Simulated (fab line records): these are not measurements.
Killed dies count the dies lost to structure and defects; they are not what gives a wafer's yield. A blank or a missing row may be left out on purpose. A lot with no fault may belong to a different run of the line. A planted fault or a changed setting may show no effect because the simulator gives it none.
A lot that was struck, set against a sound lot || flow sfq-line || 14 out of 325 route steps
Sound: these wafers, L314.3, L314.4, L314.6. Struck: wafer L332.3 (left out: L332.1, a lot-mate that was not struck); the cause follows at the end.
At each step with rows: each side's tool, then ch and its chambers, then its first start. Under that, the readings that differ: sound wafers || struck wafers || difference of the means || sigmas: that difference in standard deviations of wafers without a fault.
alike: readings with means less than 2 such deviations apart, plus words and numbers identical on both sides. not compared: withheld readings, readings lacking a value on some wafer, bounds such as >300 that could conceal the same value, and numbers that have no deviation in the record and whose values overlap.
The two part at a step that has a row with sigmas, a row that says differs or no value, or rows on one side only. Numbers that don't overlap but have no deviation are shown without sigmas and don't part them. Lack of a reading on every wafer of one side parts them only where that side has two or more wafers.

SFQ_INCOMING_BOW_MEAS_900:
  sound on film-metro-03, day 2 06:02; struck on film-metro-04, day 6 00:00
  alike: INCOMING_BOW
then, 1 step without rows for these wafers: SFQ_TRILAYER_INCOMING_OXIDATION_002 (target thk 500 nm, ox time 4939 s).
SFQ_TRILAYER_L0_DEP_SPUTTER_003: material MoNx KI, target thk 40 nm, time 100 s.
  sound on pvd-sputter-03, day 2 08:29; struck on pvd-sputter-03, day 6 02:29
  alike: throttle-valve-pct
SFQ_L0_RS_MEAS_901: the measuring method here is four-point-probe.
  sound on film-metro-02, day 2 08:36; struck on film-metro-01, day 6 02:34
  alike: L0_MONX_KI_RS
SFQ_L0_THK_MEAS_902: measures by xrf.
  sound on film-metro-02, day 2 08:42; struck on film-metro-01, day 6 02:41
{"reading": "L0_MONX_KI_THK (nm)", "sound": "39.4 40.2 40.0", "struck": 38.7, "difference": -1.2, "sigmas": -2}
then, 6 steps without rows for these wafers: SFQ_TRILAYER_L0_LITHO_COAT_010 (resist thk 62 nm); SFQ_TRILAYER_L0_LITHO_COAT_005 (resist thk 600 nm); SFQ_TRILAYER_L0_LITHO_SOFTBAKE_009; SFQ_TRILAYER_L0_LITHO_EXPOSE_006 (exposes mask L0, target cd 2000 nm); SFQ_TRILAYER_L0_LITHO_PEB_008 (peb time 60 s); SFQ_TRILAYER_L0_LITHO_DEVELOP_007 (time 60 s).
-- the record jumps here: 4 days lie between the struck wafers' starts before and after --
SFQ_TRILAYER_L0_BARC_OPEN_METAL_ETCH_010: etches BARC in O2, target depth 125 nm, time 41.7 s.
  sound on rie-metal-03 ch 0,1, day 5 05:51; struck on rie-metal-03 ch 1, day 10 06:56
  alike: chamber-pressure-mTorr, drypump-motor-current-A, oes-product-au, run-length-s
  not compared: rf-hours-counter-h
SFQ_TRILAYER_L0_ETCH_METAL_ETCH_008: etches MoNx KI in SF6/O2, stops on SiO2, target depth 50 nm, time 25 s.
  sound on rie-metal-03 ch 0,1, day 5 05:54; struck on rie-metal-03 ch 1, day 10 07:03
{"reading": "chamber-pressure-mTorr (mTorr)", "sound": "10.021 10.012 10.019", "struck": 9.987, "difference": -0.030, "sigmas": -4}
{"reading": "oes-product-au (a.u.)", "sound": "0.871 0.869 0.874", "struck": 0.990, "difference": "+0.119", "sigmas": "+15"}
{"reading": "run-length-s (s)", "sound": "53.6 52.7 52.8", "struck": 49.4, "difference": -3.6, "sigmas": -7}
{"reading": "model.KrF_of_TRILAYER_L0_LITHO_COAT_005.thk-nm (nm)", "sound": "477.9 481.4 483.4", "struck": 488.7, "difference": "+7.8", "sigmas": ""}
  alike: drypump-motor-current-A
  not compared: rf-hours-counter-h
SFQ_TRILAYER_L0_STRIP_STRIP_009: strips in O2.
  sound on rie-metal-03 ch 0,1, day 5 06:08; struck on rie-metal-03 ch 1, day 10 07:08
  alike: chamber-pressure-mTorr, drypump-motor-current-A, oes-product-au
  not compared: rf-hours-counter-h

WHERE THEY PART
At SFQ_L0_THK_MEAS_902 first; at SFQ_TRILAYER_L0_ETCH_METAL_ETCH_008 last (within this record only). Later steps at which nothing parts them and some readings are alike: SFQ_TRILAYER_L0_STRIP_STRIP_009.

WHY: whatever the simulator had introduced
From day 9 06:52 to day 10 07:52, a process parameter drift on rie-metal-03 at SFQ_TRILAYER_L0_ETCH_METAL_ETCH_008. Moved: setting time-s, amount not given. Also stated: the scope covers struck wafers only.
